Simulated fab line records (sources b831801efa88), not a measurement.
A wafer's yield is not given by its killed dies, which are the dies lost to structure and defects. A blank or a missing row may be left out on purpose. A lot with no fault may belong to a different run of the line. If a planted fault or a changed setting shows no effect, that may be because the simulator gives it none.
fab line records + flow sky130
record
- lots=12
- wafers=36
- lastDay=50
route steps=708 shown CAPM@539 VIA4@659 METAL5@661 PAD_OPEN@701
lots untouched by any fault: they come from a run of this same line in which no faults occurred
startH: the number of hours between the record's first day and the start of the first shown wafer of the lot + waitH: how many hours have passed since the lot's step before this one + " same as the row above + L1.1+2: a row that stands for several wafers + - no value, or no start given + * or withheld: withheld + < > ~ a bound
route shown NAME@n: a module of which the file shows steps, and the number in the route of the first + usual: average and standard deviation across the fault-free wafers + same: alike in all rows + chamber/n: place in a boat + sites: readings site by site + _std_site: how widely they spread, as a standard deviation + _edge_site: outer sites' mean less inner sites' + radiusMm: for every site, how far away it sits from the centre of the wafer + mask NAME#n: copy n + behind: the tool/chamber that last shaped the wafer + hold: cause of the lot's hold/its duration in hours/its outcome + device: whichever transistor did not switch (one of n, p or np) + end of line: the same wafers' tests at the end of the route + a step given without rows: its recipe and nothing more + killed: not the wafer's yield, but the dies lost to structure and defects at the first sort + map: the dies of a wafer, with x for killed, . for not killed, _ for no die there
set.NAME: the run value of the setting; set.NAME@STEP: its run value at that earlier step + model.NAME: the simulator's own value behind a step, which no gauge read
route steps across a sampled set of lots; one table per step, one row per wafer
services: from which hour (startH, from the record's first day; less than 0 if before it) a tool's chamber was out of use, for how many hours, and why
## steps
# step SKY_CAPM_SPUTTER_02
# recipe
- material=TiN
- targetThkNm=200
- tempC=300
- powerW=6500
- timeS=166.7
- chamberPressurePa=0.4
# usual
- throttleValvePct=30.2/1
# same
- timeS=166.7
| lot.wafer | tool          | chamber | startH  | waitH | throttleValvePct |
|-----------|---------------|---------|---------|-------|------------------|
| L585.3    | pvdSputter-04 | -       | 852.94  | 0.0   | 30.5             |
| L585.4    | "             | -       | "       | "     | 30.8             |
| L585.6    | "             | -       | "       | "     | 31.0             |
| L588.1    | pvdSputter-01 | -       | 865.76  | 0.1   | 31.4             |
| L588.4    | "             | -       | "       | "     | 29.2             |
| L588.5    | "             | -       | "       | "     | 29.1             |
| L586.1    | pvdSputter-02 | -       | 869.95  | 0.1   | 31.8             |
| L586.2    | "             | -       | "       | "     | 28.9             |
| L586.4    | "             | -       | "       | "     | 29.0             |
| L592.1    | pvdSputter-01 | -       | 898.98  | 0.1   | 29.2             |
| L592.3    | "             | -       | "       | "     | 31.3             |
| L592.5    | "             | -       | "       | "     | 31.1             |
| L595.1    | pvdSputter-01 | -       | 914.30  | 0.1   | 29.0             |
| L595.2    | "             | -       | "       | "     | 31.3             |
| L595.6    | "             | -       | "       | "     | 29.1             |
| L602.3    | pvdSputter-02 | -       | 965.28  | 0.0   | 29.2             |
| L602.4    | "             | -       | "       | "     | 31.5             |
| L602.6    | "             | -       | "       | "     | 29.1             |
| L603.1    | pvdSputter-01 | -       | 971.90  | 0.1   | 29.2             |
| L603.4    | "             | -       | "       | "     | 31.1             |
| L603.5    | "             | -       | "       | "     | 30.9             |
| L604.2    | pvdSputter-04 | -       | 976.89  | 0.0   | 30.8             |
| L604.5    | "             | -       | "       | "     | 30.9             |
| L604.6    | "             | -       | "       | "     | 31.0             |
| L605.1    | pvdSputter-04 | -       | 992.69  | 0.1   | 30.8             |
| L605.2    | "             | -       | "       | "     | 31.1             |
| L605.6    | "             | -       | "       | "     | 31.0             |
| L606.1    | pvdSputter-04 | -       | 1008.74 | 0.1   | 30.6             |
| L606.4    | "             | -       | "       | "     | 29.5             |
| L606.6    | "             | -       | "       | "     | 31.2             |
| L608.3    | pvdSputter-02 | -       | 1009.39 | 0.0   | 28.9             |
| L608.5    | "             | -       | "       | "     | 29.0             |
| L608.6    | "             | -       | "       | "     | 31.7             |
| L607.2    | pvdSputter-02 | -       | 1010.25 | 0.0   | 29.0             |
| L607.5    | "             | -       | "       | "     | 31.8             |
| L607.6    | "             | -       | "       | "     | 29.1             |
# step SKY_VIA4_THK_MEAS_20
# recipe
- thkMeasGauge=xrf
- reads=W_of_VIA4_CVD_18
# usual
- VIA4_W_THK=520/7.2
| lot.wafer | tool         | chamber | startH  | waitH | VIA4_W_THK[nm] |
|-----------|--------------|---------|---------|-------|----------------|
| L585.3    | filmMetro-04 | -       | 1006.24 | 0.1   | 527            |
| L585.4    | "            | -       | "       | "     | 521            |
| L585.6    | "            | -       | "       | "     | 521            |
| L588.1    | filmMetro-02 | -       | 1018.36 | 0.1   | 520            |
| L588.4    | "            | -       | "       | "     | 513            |
| L588.5    | "            | -       | "       | "     | 514            |
| L586.1    | filmMetro-01 | -       | 1020.38 | 0.1   | 525            |
| L586.2    | "            | -       | "       | "     | 527            |
| L586.4    | "            | -       | "       | "     | 510            |
| L592.1    | filmMetro-01 | -       | 1046.78 | 0.1   | 523            |
| L592.3    | "            | -       | "       | "     | 522            |
| L592.5    | "            | -       | "       | "     | 515            |
| L595.1    | filmMetro-01 | -       | 1060.47 | 0.1   | 521            |
| L595.2    | "            | -       | "       | "     | 523            |
| L595.6    | "            | -       | "       | "     | 513            |
| L602.3    | filmMetro-02 | -       | 1106.54 | 0.1   | 507            |
| L602.4    | "            | -       | "       | "     | 511            |
| L602.6    | "            | -       | "       | "     | 515            |
| L603.1    | filmMetro-01 | -       | 1109.25 | 0.1   | 525            |
| L603.4    | "            | -       | "       | "     | 516            |
| L603.5    | "            | -       | "       | "     | 519            |
| L604.2    | filmMetro-01 | -       | 1114.39 | 0.1   | 525            |
| L604.5    | "            | -       | "       | "     | 522            |
| L604.6    | "            | -       | "       | "     | 521            |
| L605.1    | filmMetro-02 | -       | 1128.65 | 0.1   | 514            |
| L605.2    | "            | -       | "       | "     | 513            |
| L605.6    | "            | -       | "       | "     | 513            |
| L606.1    | filmMetro-01 | -       | 1141.67 | 0.1   | 525            |
| L606.4    | "            | -       | "       | "     | 523            |
| L606.6    | "            | -       | "       | "     | 523            |
| L608.3    | filmMetro-01 | -       | 1142.41 | 0.1   | 522            |
| L608.5    | "            | -       | "       | "     | 522            |
| L608.6    | "            | -       | "       | "     | 524            |
| L607.2    | filmMetro-02 | -       | 1142.66 | 0.1   | 509            |
| L607.5    | "            | -       | "       | "     | 509            |
| L607.6    | "            | -       | "       | "     | 514            |
# step SKY_METAL5_SPUTTER_00
# recipe
- material=Ti
- targetThkNm=15
- powerW=3000
- timeS=10
- chamberPressurePa=0.4
# usual
- throttleValvePct=29.8/1.2
# same
- timeS=10
| lot.wafer | tool          | chamber | startH  | waitH | throttleValvePct |
|-----------|---------------|---------|---------|-------|------------------|
| L585.3    | pvdSputter-02 | -       | 1006.58 | 0.2   | 31.8             |
| L585.4    | "             | -       | "       | "     | 29.2             |
| L585.6    | "             | -       | "       | "     | 28.9             |
| L588.1    | pvdSputter-02 | -       | 1018.72 | 0.2   | 28.8             |
| L588.4    | "             | -       | "       | "     | 28.9             |
| L588.5    | "             | -       | "       | "     | 29.0             |
| L586.1    | pvdSputter-03 | -       | 1020.74 | 0.2   | 31.4             |
| L586.2    | "             | -       | "       | "     | 30.7             |
| L586.4    | "             | -       | "       | "     | 28.8             |
| L592.1    | pvdSputter-02 | -       | 1047.14 | 0.2   | 31.8             |
| L592.3    | "             | -       | "       | "     | 28.9             |
| L592.5    | "             | -       | "       | "     | 31.5             |
| L595.1    | pvdSputter-01 | -       | 1060.94 | 0.1   | 28.8             |
| L595.2    | "             | -       | "       | "     | 28.9             |
| L595.6    | "             | -       | "       | "     | 31.6             |
| L602.3    | pvdSputter-02 | -       | 1106.88 | 0.1   | 28.8             |
| L602.4    | "             | -       | "       | "     | 31.9             |
| L602.6    | "             | -       | "       | "     | 31.6             |
| L603.1    | pvdSputter-02 | -       | 1109.61 | 0.1   | 28.8             |
| L603.4    | "             | -       | "       | "     | 31.4             |
| L603.5    | "             | -       | "       | "     | 28.7             |
| L604.2    | pvdSputter-03 | -       | 1114.74 | 0.2   | 29.4             |
| L604.5    | "             | -       | "       | "     | 30.8             |
| L604.6    | "             | -       | "       | "     | 31.1             |
| L605.1    | pvdSputter-02 | -       | 1129.01 | 0.1   | 29.0             |
| L605.2    | "             | -       | "       | "     | 28.7             |
| L605.6    | "             | -       | "       | "     | 28.7             |
| L606.1    | pvdSputter-03 | -       | 1142.04 | 0.2   | 28.6             |
| L606.4    | "             | -       | "       | "     | 29.4             |
| L606.6    | "             | -       | "       | "     | 28.5             |
| L608.3    | pvdSputter-03 | -       | 1142.75 | 0.2   | 28.6             |
| L608.5    | "             | -       | "       | "     | 28.8             |
| L608.6    | "             | -       | "       | "     | 29.3             |
| L607.2    | pvdSputter-02 | -       | 1143.01 | 0.2   | 29.0             |
| L607.5    | "             | -       | "       | "     | 28.9             |
| L607.6    | "             | -       | "       | "     | 31.3             |
# step SKY_PAD_OPEN_ETCH_07
# recipe
- chemistry=CF4/O2
- targetDepthNm=725
- stopOn=AlCu
- sourceW=800
- biasW=150
- pressureMtorr=150
- cf4FlowSccm=80
- O2_flow_sccm=10
- timeS=161.1
# usual
- O2_flow_sccm=10.00/0.031
- drypumpMotorCurrentA=5.7/0.36
- oesProductAu=0.979/0.0079
- rfFwdPowerW=796.5/2.7
- throttleValvePct=5.965/0.0089
# same
- timeS=161.1
| lot.wafer | tool       | chamber | startH  | waitH | O2_flow_sccm | drypumpMotorCurrentA | oesProductAu | rfFwdPowerW | rfHoursCounterH | throttleValvePct |
|-----------|------------|---------|---------|-------|--------------|----------------------|--------------|-------------|-----------------|------------------|
| L585.3    | rieDiel-03 | 1       | 1074.39 | -     | 10.00        | 5.9                  | 0.971        | 796.5       | 0               | 5.951            |
| L585.4    | "          | 0       | "       | "     | 9.95         | 5.6                  | 0.978        | 794.8       | 22              | 5.966            |
| L585.6    | "          | 0       | "       | "     | 9.97         | 5.6                  | 0.981        | 797.8       | -               | 5.968            |
| L588.1    | rieDiel-02 | 1       | 1084.89 | -     | 10.02        | 5.7                  | 0.985        | 797.8       | 25              | 5.981            |
| L588.4    | "          | 0       | "       | "     | 9.95         | 5.5                  | 0.992        | 797.5       | 6               | 5.972            |
| L588.5    | "          | 2       | "       | "     | 9.99         | 6.0                  | 0.989        | 798.6       | -               | 5.965            |
| L586.1    | rieDiel-03 | 0       | 1085.68 | -     | 10.08        | 5.6                  | 0.965        | 799.2       | 22              | 5.974            |
| L586.2    | "          | 3       | "       | "     | 10.01        | 5.5                  | 0.973        | 791.5       | 21              | 5.979            |
| L586.4    | "          | 2       | "       | "     | 9.99         | 6.3                  | 0.980        | 793.8       | 15              | 5.961            |
| L592.1    | rieDiel-01 | 3       | 1110.28 | -     | 9.99         | 5.7                  | 0.968        | 795.0       | 19              | 5.971            |
| L592.3    | "          | 1       | "       | "     | 10.00        | 5.1                  | 0.970        | 802.2       | 20              | 5.955            |
| L592.5    | "          | 1       | "       | "     | 10.00        | 5.1                  | 0.981        | 797.5       | -               | 5.950            |
| L595.1    | rieDiel-03 | 1       | 1123.49 | -     | 9.96         | 5.9                  | 0.983        | 796.0       | 2               | 5.963            |
| L595.2    | "          | 0       | "       | "     | 10.02        | 5.6                  | 0.972        | 797.4       | 24              | 5.967            |
| L595.6    | "          | 1       | "       | "     | 10.01        | 5.9                  | 0.982        | 795.1       | -               | 5.974            |
| L602.3    | rieDiel-02 | 3       | 1163.03 | -     | 10.00        | 5.3                  | 0.967        | 796.2       | 13              | 5.950            |
| L602.4    | "          | 2       | "       | "     | 10.00        | 6.0                  | 0.978        | 797.2       | 25              | 5.973            |
| L602.6    | "          | 0       | "       | "     | 10.00        | 5.4                  | 0.980        | 794.5       | -               | 5.977            |
| L603.1    | rieDiel-01 | 0       | 1165.33 | -     | 10.02        | 5.5                  | 0.988        | 792.0       | 22              | 5.949            |
| L603.4    | "          | 1       | "       | "     | 10.03        | 5.1                  | 0.983        | 796.5       | 23              | 5.984            |
| L603.5    | "          | 0       | "       | "     | 10.08        | 5.5                  | 0.998        | 793.7       | -               | 5.964            |
| L604.2    | rieDiel-01 | 3       | 1169.38 | -     | 9.98         | 5.7                  | 0.960        | 800.0       | 22              | 5.962            |
| L604.5    | "          | 3       | "       | "     | 9.99         | 5.7                  | 0.981        | 803.1       | -               | 5.973            |
| L604.6    | "          | 2       | "       | "     | 10.00        | 6.2                  | 0.981        | 798.2       | -               | 5.972            |
| L605.1    | rieDiel-03 | 2       | 1180.68 | -     | 10.01        | 6.3                  | 0.965        | 799.9       | 19              | 5.969            |
| L605.2    | "          | 3       | "       | "     | 10.01        | 5.5                  | 0.970        | 792.4       | 24              | 5.965            |
| L605.6    | "          | 0       | "       | "     | 10.04        | 5.6                  | 0.984        | 799.9       | -               | 5.961            |
| L606.1    | rieDiel-02 | 3       | 1191.83 | -     | 9.99         | 5.3                  | 0.995        | 800.2       | 14              | 5.974            |
| L606.4    | "          | 2       | "       | "     | 10.02        | 6.0                  | 0.985        | 798.0       | 26              | 5.953            |
| L606.6    | "          | 0       | "       | "     | 10.01        | 5.5                  | 0.995        | 794.7       | -               | 5.974            |
| L608.3    | rieDiel-02 | 1       | 1193.13 | -     | 10.01        | 5.7                  | 0.969        | 796.8       | 29              | 5.944            |
| L608.5    | "          | 3       | "       | "     | 10.03        | 5.2                  | 0.984        | 793.3       | -               | 5.972            |
| L608.6    | "          | 2       | "       | "     | 10.06        | 6.0                  | 0.986        | 797.5       | -               | 5.958            |
| L607.2    | rieDiel-03 | 2       | 1193.64 | -     | 10.09        | 6.3                  | 0.967        | 794.7       | 19              | 5.960            |
| L607.5    | "          | 1       | "       | "     | 10.02        | 5.9                  | 0.973        | 795.3       | -               | 5.970            |
| L607.6    | "          | 3       | "       | "     | 10.03        | 5.5                  | 0.971        | 794.1       | -               | 5.974            |
# step SKY_PAD_OPEN_PROBE_99
# usual
- defectLimitedYield=82.5/1.9
- killed_at_M0_to_M3=44/7.2
- killed_at_M4_up=3.1/1.7
- killedAtContacts=25/5.1
- killedAtFrontEnd=14/4.6
- killedAtOther=0.3/0.59
- killedDies=86/9.6
- killedOnRim=17/4.1
- killedOpen=47/7.4
- killedShort=39/6
- sort_bin_3_pad_short=0.8/0.4
- sort_bin_5_function=10.4/1.5
- sort_bin_6_memory=6.2/1.1
- sortNPass=406/9.6
- sortYieldPct=82.5/1.9
# same
- grossDies=492
- killedAtBackSide=0
- sort_bin_4_leakage[%]=0
- sort_bin_8_speed[%]=0
| lot.wafer | tool      | chamber | startH  | waitH | defectLimitedYield[%] | killed_at_M0_to_M3 | killed_at_M4_up | killedAtContacts | killedAtFrontEnd | killedAtOther | killedDies | killedOnRim | killedOpen | killedShort | sort_bin_3_pad_short[%] | sort_bin_5_function[%] | sort_bin_6_memory[%] | sortNPass | sortYieldPct[%] |
|-----------|-----------|---------|---------|-------|-----------------------|--------------------|-----------------|------------------|------------------|---------------|------------|-------------|------------|-------------|-------------------------|------------------------|----------------------|-----------|-----------------|
| L586.1    | prober-02 | -       | 1088.37 | 0.1   | 82.3                  | 42                 | 2               | 20               | 23               | 0             | 87         | 23          | 44         | 43          | 1.4                     | 10.4                   | 5.9                  | 405       | 82.3            |
| L586.2    | prober-02 | -       | 1088.42 | 0.1   | 82.9                  | 52                 | 1               | 23               | 8                | 0             | 84         | 11          | 45         | 39          | 1.2                     | 10.0                   | 5.9                  | 408       | 82.9            |
| L586.4    | prober-02 | -       | 1088.52 | 0.2   | 87.8                  | 33                 | 1               | 15               | 10               | 1             | 60         | 9           | 23         | 37          | 0.6                     | 6.9                    | 4.7                  | 432       | 87.8            |
| L592.1    | prober-01 | -       | 1112.60 | 0.1   | 76.8                  | 42                 | 3               | 22               | 10               | 37            | 114        | 22          | 47         | 30          | 1.8                     | 16.1                   | 5.3                  | 378       | 76.8            |
| L592.3    | prober-01 | -       | 1112.70 | 0.2   | 79.7                  | 59                 | 5               | 24               | 9                | 3             | 100        | 18          | 48         | 52          | 0.8                     | 11.0                   | 8.5                  | 392       | 79.7            |
| L592.5    | prober-01 | -       | 1112.80 | 0.2   | 85.6                  | 24                 | 6               | 23               | 18               | 0             | 71         | 13          | 34         | 37          | 1.0                     | 8.5                    | 4.9                  | 421       | 85.6            |
| L595.1    | prober-02 | -       | 1125.80 | 0.1   | 82.1                  | 44                 | 2               | 32               | 8                | 2             | 88         | 19          | 48         | 40          | 0.8                     | 10.6                   | 6.5                  | 404       | 82.1            |
| L595.2    | prober-02 | -       | 1125.85 | 0.1   | 81.1                  | 53                 | 5               | 22               | 13               | 0             | 93         | 14          | 47         | 46          | 1.2                     | 11.6                   | 6.1                  | 399       | 81.1            |
| L595.6    | prober-02 | -       | 1126.05 | 0.2   | 73.2                  | 46                 | 1               | 24               | 24               | 37            | 132        | 21          | 51         | 44          | 3.0                     | 17.3                   | 6.5                  | 360       | 73.2            |
# killed by level:class
L586.1 VIA1:geometricParticle:open=9 LI_CONTACT:geometricParticle:short=8 FIELD_ISO:geometricParticle:short=7 VIA2:geometricParticle:open=7 METAL1:geometricParticle:short=6 FIELD_ISO:geometricParticle:open=5 LI_CONTACT:geometricParticle:open=5 VIA3:geometricParticle:open=5
L586.2 VIA1:geometricParticle:open=14 CONTACT:geometricParticle:open=13 VIA3:geometricParticle:open=6 METAL1:geometricParticle:short=5 VIA2:geometricParticle:open=5 METAL3:geometricParticle:short=5 FIELD_ISO:geometricParticle:short=4 VIA1:geometricParticle:short=4
L586.4 METAL2:geometricParticle:short=9 CONTACT:geometricParticle:open=6 METAL1:geometricParticle:short=6 VIA3:geometricParticle:open=6 POLY_GATE:geometricParticle:short=4 FIELD_ISO:geometricParticle:short=3 VIA1:geometricParticle:short=3 CONTACT:geometricParticle:short=3
L592.1 CAPM:unspecified=37 VIA1:geometricParticle:open=9 CONTACT:geometricParticle:open=7 VIA1:geometricParticle:short=7 METAL2:geometricParticle:short=7 FIELD_ISO:geometricParticle:open=6 VIA3:geometricParticle:open=6 LI_CONTACT:geometricParticle:open=5
L592.3 VIA1:geometricParticle:open=15 METAL2:geometricParticle:short=12 CONTACT:geometricParticle:open=8 METAL1:geometricParticle:short=7 LI_CONTACT:geometricParticle:open=5 LOCAL_INTERCONNECT:geometricParticle:short=5 VIA1:geometricParticle:short=5 METAL2:geometricParticle:open=4
L592.5 VIA1:geometricParticle:open=9 LI_CONTACT:geometricParticle:open=7 FIELD_ISO:geometricParticle:short=6 CONTACT:geometricParticle:open=6 CONTACT:geometricParticle:short=5 FIELD_ISO:geometricParticle:open=4 POLY_GATE:geometricParticle:short=4 METAL4:geometricParticle:short=4
L595.1 CONTACT:geometricParticle:open=13 VIA3:geometricParticle:open=8 METAL1:geometricParticle:short=7 VIA1:geometricParticle:open=6 VIA2:geometricParticle:open=6 LOCAL_INTERCONNECT:geometricParticle:short=5 CONTACT:geometricParticle:short=5 VIA3:geometricParticle:short=5
L595.2 VIA1:geometricParticle:open=14 VIA1:geometricParticle:short=8 METAL2:geometricParticle:short=7 LI_CONTACT:geometricParticle:open=7 POLY_GATE:geometricParticle:open=5 VIA2:geometricParticle:open=5 CONTACT:geometricParticle:open=5 METAL1:geometricParticle:short=5
L595.6 CAPM:unspecified=37 VIA1:geometricParticle:open=10 CONTACT:geometricParticle:short=9 FIELD_ISO:geometricParticle:open=7 METAL1:geometricParticle:short=6 VIA3:geometricParticle:open=5 CONTACT:geometricParticle:open=5 FIELD_ISO:geometricParticle:short=4
## services
| tool          | chamber | startH  | hours | kind   |
|---------------|---------|---------|-------|--------|
| rieDiel-02    | 1       | 842.27  | 3.7   | repair |
| rieDiel-03    | 3       | 846.48  | 13.8  | repair |
| rieDiel-02    | 2       | 848.65  | 2.1   | repair |
| pvdSputter-01 | -       | 850.88  | 5.4   | repair |
| rieDiel-02    | 0       | 861.06  | 7.7   | repair |
| pvdSputter-03 | -       | 862.52  | 24.1  | repair |
| rieDiel-02    | -       | 874.58  | 0.8   | repair |
| pvdSputter-02 | -       | 911.20  | 1.0   | repair |
| pvdSputter-03 | -       | 937.20  | 3.6   | repair |
| rieDiel-03    | 2       | 948.59  | 1.4   | repair |
| pvdSputter-01 | -       | 969.70  | 1.8   | repair |
| pvdSputter-01 | -       | 974.84  | 60.0  | repair |
| pvdSputter-04 | -       | 982.18  | 7.5   | repair |
| rieDiel-03    | -       | 988.10  | 2.8   | pm     |
| rieDiel-02    | -       | 1002.18 | 0.2   | repair |
| rieDiel-02    | 2       | 1014.27 | 10.3  | repair |
| rieDiel-02    | 1       | 1015.32 | 1.2   | repair |
| rieDiel-02    | 1       | 1022.42 | 4.0   | repair |
| rieDiel-03    | 3       | 1029.42 | 5.6   | repair |
| rieDiel-03    | -       | 1055.78 | 2.5   | repair |
| pvdSputter-02 | -       | 1103.56 | 3.2   | repair |
| rieDiel-03    | -       | 1109.42 | 1.2   | repair |
| pvdSputter-01 | -       | 1163.16 | 9.5   | repair |
| rieDiel-03    | 0       | 1190.86 | 4.7   | repair |
## key
firstSign
- step=SKY_PAD_OPEN_PROBE_99
- reading=killedAtOther
- direction=up
- sigmas=37
- usual=0.3
- struck=37
effect
- step=SKY_PAD_OPEN_PROBE_99
- reading=sort_bin_5_function
- direction=up
- sigmas=4.2
- usual=10.4
- struck=16.7
metAt SKY_CAPM_SPUTTER_02
struckLots L592,L595
struckWafers L592.1,L595.6
notActingAt SKY_VIA4_THK_MEAS_20,SKY_METAL5_SPUTTER_00,SKY_PAD_OPEN_ETCH_07
onsetBetween 865.76 898.98
fault
- kind=chamberParticleSource
- tool=pvdSputter-01
- chamber=-
- onsetH=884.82
- steps=SKY_CAPM_SPUTTER_02
- ratePerVisitCm2=0.59694
- endH=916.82
- scope=struckWafersOnly
